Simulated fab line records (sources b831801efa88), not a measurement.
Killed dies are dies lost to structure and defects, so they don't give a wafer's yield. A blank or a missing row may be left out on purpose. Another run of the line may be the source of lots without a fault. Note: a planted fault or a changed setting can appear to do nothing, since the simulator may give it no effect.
Matching of chambers || flow gf180mcu || cmp-02 running GF_STI_CMP_25: 4 sister chambers
The step polishes, stops on Si3N4, t overpolish 33 s, target thk 524.6 nm. 4 wafers are shown with their chamber, then 7 later ones without.

## WAFERS, EACH WITH ITS CHAMBER
{"wafer": "L115.3", "chamber": 3, "motor_current_A (A)": 11.0}
{"wafer": "L116.1", "chamber": 2, "motor_current_A (A)": 10.7}
{"wafer": "L125.1", "chamber": 1, "motor_current_A (A)": 11.4}
{"wafer": "L125.3", "chamber": 0, "motor_current_A (A)": 11.1}

## WAFERS WITH NO CHAMBER GIVEN
{"wafer": "L125.6", "motor_current_A (A)": 11.8}
{"wafer": "L126.4", "motor_current_A (A)": 11.2}
{"wafer": "L126.5", "motor_current_A (A)": 10.4}
{"wafer": "L126.6", "motor_current_A (A)": 10.7}
{"wafer": "L130.2", "motor_current_A (A)": 11.7}
{"wafer": "L130.3", "motor_current_A (A)": 10.8}
{"wafer": "L130.6", "motor_current_A (A)": 11.8}

## CHAMBER TAKEN BY EACH
{"wafer": "L125.6", "from the rows above": "can't be placed: 1 or 0 or 3", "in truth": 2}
{"wafer": "L126.4", "from the rows above": "can't be placed: 0 or 3 or 1 or 2", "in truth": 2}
{"wafer": "L126.5", "from the rows above": "can't be placed: 2 or 3 or 0", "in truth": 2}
{"wafer": "L126.6", "from the rows above": "can't be placed: 2 or 3 or 0", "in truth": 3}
{"wafer": "L130.2", "from the rows above": "can't be placed: 1 or 0 or 3", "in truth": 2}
{"wafer": "L130.3", "from the rows above": "can't be placed: 2 or 3 or 0 or 1", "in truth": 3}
{"wafer": "L130.6", "from the rows above": "can't be placed: 1 or 0 or 3", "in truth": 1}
Correct placement for 0 of the 7. These rows do not allow placing 7 (true chamber among the candidates in 5). Placed wrongly: 0.
How it was worked out, from the rows above alone: a wafer's distance from a chamber is the root of the sum, over the readings, of the square of ((its reading less the chamber's mean) divided by the reading's scatter). If the next closest chamber is less than 2 further off than the closest, the wafer can't be placed; otherwise it belongs to the closest. Each chamber's mean is taken over the wafers shown for it. The scatter: root of mean squared gap, hidden wafer to nearest shown wafer, with one shown wafer a chamber.
